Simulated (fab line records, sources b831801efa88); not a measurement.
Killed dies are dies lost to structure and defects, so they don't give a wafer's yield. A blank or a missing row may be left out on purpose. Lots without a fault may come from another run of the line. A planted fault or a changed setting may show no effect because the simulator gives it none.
fab line records | flow sky130
record lots=5 wafers=15 last_day=49
route steps=708 shown LI_CONTACT@373
lots that met no fault: from a run of the same line without faults
start_h: hours from the record's first day to the start of the lot's first wafer shown | wait_h: hours since the lot's step before | " the same as in the row above | L1.1+2: a row that stands for several wafers | - no value, or no start given | * or withheld: withheld | < > ~ a bound
route shown NAME@n: a module of which the file shows steps, and the number in the route of the first | usual: mean/standard deviation of fault-free wafers | same: alike in all rows | chamber/n: place in a boat | sites: the reading at each site | _std_site: their standard deviation | _edge_site: outer sites' mean less inner sites' | radius_mm: how far each site lies from the wafer's centre | mask NAME#n: copy n | behind: the tool/chamber that last shaped the wafer | hold: why the lot was held/for how many hours/how that ended | device: the transistor (n, p or np) that didn't switch | end of line: the same wafers' tests at the end of the route | a step without rows: its recipe alone | killed: dies lost to structure and defects at the first sort, not the wafer's yield | map: a wafer's dies, x killed, . not, _ none there
set.NAME: the setting as run; set.NAME@STEP: as run at that earlier step | model.NAME: the simulator's own value behind a step, which no gauge read
lots at some steps of the route; a table a step, a row a wafer
services: from which hour (start_h, from the record's first day; less than 0 if before it) a tool's chamber was out of use, for how many hours, and why
## steps
# step SKY_LI_CONTACT_DEVELOP_11
# recipe develop_time_s=60 resist=KrF-thick dev_temp_c=21
# usual developer_temp_C=21.01/0.11
# columns lot.wafer tool chamber start_h wait_h developer_temp_C
L075.2 litho_track-02 0 - - 20.90
L075.3 " 0 " " 20.92
L075.4 " 0 " " 21.02
L079.3 litho_track-02 0 - - 20.99
L079.4 " 0 " " 20.96
L079.6 " 0 " " 21.06
L080.1 litho_track-02 0 - - 21.20
L080.2 " 0 " " 20.99
L080.6 " 0 " " 20.98
L092.1 litho_track-01 0 - - 21.00
L092.3 " 0 " " 21.17
L092.6 " 0 " " 20.99
L090.1 litho_track-01 0 - - 21.09
L090.4 " 0 " " 20.96
L090.6 " 0 " " 21.15
# step SKY_LI_CONTACT_CD_MEAS_12
# recipe target_cd_nm=170
# usual cd_nm=170.1/1.4
# columns lot.wafer tool chamber start_h wait_h cd_nm
L075.2 cd_sem-02 - 670.74 - 169.2
L075.3 " - " " 168.6
L075.4 " - " " 168.8
L079.3 cd_sem-02 - 704.66 - 170.8
L079.4 " - " " 171.0
L079.6 " - " " 171.9
L080.1 cd_sem-01 - 712.87 - 170.3
L080.2 " - " " 168.4
L080.6 " - " " 168.2
L092.1 cd_sem-01 - 805.56 - 168.4
L092.3 " - " " 169.1
L092.6 " - " " 170.1
L090.1 cd_sem-02 - 808.26 - 170.8
L090.4 " - " " 170.9
L090.6 " - " " 171.6
# step SKY_LI_CONTACT_OVL_MEAS_13
# usual LI_CONTACT_OVL=3/5.3
# columns lot.wafer tool chamber start_h wait_h LI_CONTACT_OVL[nm]
L075.2 overlay-02 - 670.85 0.1 9
L075.3 " - " " 3
L075.4 " - " " 2
L079.3 overlay-01 - 704.75 0.1 6
L079.4 " - " " 3
L079.6 " - " " 2
L080.1 overlay-01 - 712.99 0.1 0
L080.2 " - " " 5
L080.6 " - " " 2
L092.1 overlay-01 - 805.68 0.1 3
L092.3 " - " " 1
L092.6 " - " " 2
L090.1 overlay-02 - 808.38 0.1 8
L090.4 " - " " 8
L090.6 " - " " 8
# step SKY_LI_CONTACT_ETCH_14
# recipe chemistry=N2/H2 target=BARC ion_energy_ev=200 source_w=500 bias_w=100 pressure_mtorr=30 n2_flow_sccm=100 h2_flow_sccm=200 stop_on=SiO2 time_s=45.9 target_depth_a=600
# usual drypump_motor_current_A=5.7/0.45 oes_product_au=0.855/0.0046 throttle_valve_pct=13.226/0.009
# columns lot.wafer tool chamber start_h wait_h drypump_motor_current_A oes_product_au rf_hours_counter_h throttle_valve_pct
L075.2 rie_diel-02 0 670.88 0.0 5.9 0.861 12 13.215
L075.3 " 1 " " 5.3 0.857 10 13.240
L075.4 " 3 " " 6.3 0.865 - 13.226
L079.3 rie_diel-01 2 704.78 0.0 5.4 0.866 4 13.235
L079.4 " 0 " " 6.4 0.854 12 13.230
L079.6 " 3 " " 5.1 0.851 - 13.220
L080.1 rie_diel-01 1 713.03 0.0 5.3 0.856 11 13.228
L080.2 " 3 " " 5.1 0.857 15 13.218
L080.6 " 0 " " 6.4 0.855 - 13.227
L092.1 rie_diel-03 2 805.72 0.0 6.2 0.857 17 13.223
L092.3 " 3 " " 5.9 0.852 29 13.221
L092.6 " 2 " " 6.2 0.849 - 13.221
L090.1 rie_diel-02 2 808.42 0.0 6.1 0.861 2 13.244
L090.4 " 1 " " 5.3 0.854 13 13.226
L090.6 " 2 " " 6.1 0.855 - 13.221
# step SKY_LI_CONTACT_ETCH_15
# recipe target=PSG chemistry=C4F8/O2/Ar stop_on=Si taper_deg=4.15 mask_material=KrF-thick source_w=1500 bias_w=1200 pressure_mtorr=40 c4f8_flow_sccm=withheld O2_flow_sccm=6 Ar_flow_sccm=300 time_s=withheld target_depth_a=6000
# usual oes_product_au=0.836/0.0042
# columns lot.wafer tool chamber start_h wait_h oes_product_au
L075.2 rie_diel-02 0 670.92 0.0 0.842
L075.3 " 1 " " 0.837
L075.4 " 3 " " 0.838
L079.3 rie_diel-01 2 704.82 0.0 0.837
L079.4 " 0 " " 0.831
L079.6 " 3 " " 0.841
L080.1 rie_diel-01 1 713.07 0.0 0.833
L080.2 " 3 " " 0.839
L080.6 " 0 " " 0.840
L092.1 rie_diel-03 2 805.76 0.0 0.838
L092.3 " 3 " " 0.836
L092.6 " 2 " " 0.837
L090.1 rie_diel-02 2 808.46 0.0 0.836
L090.4 " 1 " " 0.838
L090.6 " 2 " " 0.830
# step SKY_LI_CONTACT_STRIP_16
# recipe chemistry=O2/N2 power_w=1400 pressure_mtorr=1500 platen_temp_c=withheld o2_flow_sccm=3000 n2_flow_sccm=300 overash_fraction=0.5
# usual drypump_motor_current_A=5.8/0.33 oes_product_au=0.377/0.0051 strip_time_to_endpoint_s=3.51/0.038
# columns lot.wafer tool chamber start_h wait_h drypump_motor_current_A oes_product_au rf_hours_counter_h strip_time_to_endpoint_s
L075.2 plasma_asher-01 1 671.00 - 5.9 0.374 99 3.47
L075.3 " 1 " " 5.9 0.377 - 3.48
L075.4 " 0 " " 6.4 0.380 - 3.46
L079.3 plasma_asher-04 0 704.94 - 5.2 0.379 - 3.44
L079.4 " 1 " " 5.8 0.370 - 3.55
L079.6 " 1 " " 5.8 0.382 - 3.50
L080.1 plasma_asher-01 1 713.15 - 5.9 0.373 103 3.52
L080.2 " 0 " " 6.4 0.370 103 3.48
L080.6 " 0 " " 6.4 0.389 - 3.56
L092.1 plasma_asher-01 1 805.84 - 5.9 0.373 6 3.45
L092.3 " 0 " " 6.4 0.374 - 3.47
L092.6 " 1 " " 5.9 0.377 - 3.47
L090.1 plasma_asher-02 1 808.54 - 5.6 0.374 69 3.55
L090.4 " 1 " " 5.6 0.378 - 3.53
L090.6 " 0 " " 5.8 0.366 - 3.52
# step SKY_LI_CONTACT_CLEAN_17
# recipe chemistry=NMP time_s=600 temp_c=60 dry=n2_spin
# usual temp_c=59.98/0.11
# columns lot.wafer tool chamber start_h wait_h temp_c
L075.2 wet_bench-03 2 671.10 0.1 59.89
L075.3 " 2 " " 60.11
L075.4 " 2 " " 59.98
L079.3 wet_bench-04 2 705.00 0.0 59.90
L079.4 " 2 " " 59.97
L079.6 " 2 " " 60.00
L080.1 wet_bench-02 2 713.25 0.1 59.81
L080.2 " 2 " " 59.96
L080.6 " 2 " " 60.09
L092.1 wet_bench-03 3 805.94 0.1 59.94
L092.3 " 3 " " 60.09
L092.6 " 3 " " 60.10
L090.1 wet_bench-04 2 808.64 0.1 60.04
L090.4 " 2 " " 60.12
L090.6 " 2 " " 60.17
# step SKY_LI_CONTACT_PRE_CLEAN_18
# recipe gas=Ar time_s=5.6 bias_v=358
# columns lot.wafer tool chamber start_h wait_h
L075.2+3+4 pvd_sputter-01 - 671.28 0.0
L079.3+4+6 pvd_sputter-02 - 705.18 0.0
L080.1+2+6 pvd_sputter-01 - 713.43 0.0
L092.1+3+6 pvd_sputter-01 - 806.13 0.0
L090.1+4+6 pvd_sputter-02 - 808.82 0.0
# step SKY_LI_CONTACT_SPUTTER_19
# recipe material=Ti target_thk_nm=20 chamber_pressure_pa=5 power_w=2500 substrate_temp_c=200 time_s=106.37
# usual throttle_valve_pct=30.4/1.2
# columns lot.wafer tool chamber start_h wait_h throttle_valve_pct
L075.2 pvd_sputter-01 - 671.30 0.0 33.5
L075.3 " - " " 29.8
L075.4 " - " " 31.1
L079.3 pvd_sputter-02 - 705.20 0.0 30.7
L079.4 " - " " 30.0
L079.6 " - " " 29.9
L080.1 pvd_sputter-01 - 713.45 0.0 30.9
L080.2 " - " " 31.1
L080.6 " - " " 30.7
L092.1 pvd_sputter-01 - 806.15 0.0 30.8
L092.3 " - " " 31.0
L092.6 " - " " 30.9
L090.1 pvd_sputter-02 - 808.84 0.0 28.5
L090.4 " - " " 28.6
L090.6 " - " " 29.9
# step SKY_LI_CONTACT_SPUTTER_20
# recipe material=TiN target_thk_nm=20 chamber_pressure_pa=5 power_w=4000 time_s=80
# usual throttle_valve_pct=30.4/1.2
# columns lot.wafer tool chamber start_h wait_h throttle_valve_pct
L075.2 pvd_sputter-01 - 671.37 0.0 33.8
L075.3 " - " " 29.8
L075.4 " - " " 31.4
L079.3 pvd_sputter-02 - 705.27 0.0 30.8
L079.4 " - " " 30.2
L079.6 " - " " 30.0
L080.1 pvd_sputter-01 - 713.52 0.0 31.3
L080.2 " - " " 31.2
L080.6 " - " " 30.9
L092.1 pvd_sputter-01 - 806.23 0.0 31.3
L092.3 " - " " 30.6
L092.6 " - " " 31.0
L090.1 pvd_sputter-02 - 808.91 0.0 28.8
L090.4 " - " " 28.6
L090.6 " - " " 30.1
# step SKY_LI_CONTACT_CVD_21
# recipe material=W target_thk_nm=400 time_s=120.56 temp_c=400 pressure_torr=40
# usual heater_power_w=896/47
# columns lot.wafer tool chamber start_h wait_h heater_power_w
L075.2 cvd_w-02 1 671.43 0.0 924
L075.3 " 0 " " 900
L075.4 " 1 " " 918
L079.3 cvd_w-01 1 705.38 0.1 921
L079.4 " 0 " " 821
L079.6 " 0 " " 822
L080.1 cvd_w-01 1 713.58 0.0 902
L080.2 " 0 " " 844
L080.6 " 0 " " 847
L092.1 cvd_w-01 0 806.29 0.0 816
L092.3 " 1 " " 926
L092.6 " 1 " " 930
L090.1 cvd_w-01 1 808.97 0.0 931
L090.4 " 1 " " 925
L090.6 " 1 " " 934
## services
# columns tool chamber start_h hours kind
rie_diel-02 - 651.52 1.9 repair
pvd_sputter-01 - 655.18 8.5 repair
rie_diel-02 - 655.44 0.6 repair
plasma_asher-04 - 669.30 2.4 repair
rie_diel-02 3 688.98 4.5 repair
rie_diel-03 2 708.88 3.1 repair
wet_bench-02 - 715.07 1.9 pm
plasma_asher-01 - 724.13 1.9 repair
rie_diel-01 3 727.06 7.3 repair
rie_diel-03 2 727.21 5.3 repair
cvd_w-02 - 730.66 2.4 repair
plasma_asher-01 - 733.78 9.0 pm
rie_diel-03 2 734.28 7.7 repair
rie_diel-02 - 744.12 14.6 pm
pvd_sputter-02 - 753.55 4.1 repair
plasma_asher-01 - 765.53 0.4 repair
plasma_asher-04 - 766.65 2.8 pm
rie_diel-02 - 776.63 15.6 pm
cvd_w-01 - 785.82 1.2 repair
rie_diel-03 2 793.33 8.5 repair
rie_diel-03 0 796.85 12.1 repair
pvd_sputter-02 1 802.20 - consumable_replace:kit
pvd_sputter-02 1 802.20 18.0 scheduled_down
pvd_sputter-02 1 802.20 18.0 vent_cycle
## key
fault none
